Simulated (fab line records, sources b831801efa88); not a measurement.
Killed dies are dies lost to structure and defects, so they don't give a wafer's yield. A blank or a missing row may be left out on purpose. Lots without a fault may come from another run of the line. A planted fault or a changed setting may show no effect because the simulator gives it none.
Chamber matching | flow gf180mcu | GF_SAB_ETCH_11 on rie_diel-03: 4 sister chambers
The step etches SiO2 in C4F8/O2/Ar, target depth 55 nm, time 8.5 s. 4 wafers are shown with their chamber, then 7 later ones without.

WAFERS WITH THEIR CHAMBER
wafer  | chamber | rf_fwd_power_W (W)
L348.5 | 0       | 1467
L348.6 | 1       | 1469
L351.1 | 3       | 1467
L351.3 | 2       | 1486

WAFERS WITHOUT THEIR CHAMBER
wafer  | rf_fwd_power_W (W)
L351.4 | 1466
L352.1 | 1471
L352.3 | 1468
L352.4 | 1481
L355.1 | 1459
L355.5 | 1473
L355.6 | 1479

WHICH CHAMBER EACH WENT THROUGH
wafer  | from the rows above               | in truth
L351.4 | can't be placed: 0 or 3 or 1      | 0
L352.1 | can't be placed: 1 or 0 or 3      | 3
L352.3 | can't be placed: 0 or 1 or 3      | 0
L352.4 | can't be placed: 2 or 1 or 0 or 3 | 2
L355.1 | can't be placed: 0 or 3 or 1      | 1
L355.5 | can't be placed: 1 or 0 or 3 or 2 | 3
L355.6 | can't be placed: 2 or 1 or 0 or 3 | 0
Placed correctly: 0 of 7. Can't be placed from these rows: 7 (the true chamber is among the candidates in 7). Placed wrongly: 0.
How it was worked out, from the rows above alone: a wafer's distance from a chamber is the root of the sum, over the readings, of the square of ((its reading less the chamber's mean) divided by the reading's scatter). The wafer belongs to the nearest chamber; if the next one is less than 2 further off, it can't be placed. A chamber's mean is the mean of its shown wafers. The scatter: with one shown wafer a chamber, the root of the mean of the squares of how far each hidden wafer lies from its nearest shown one.
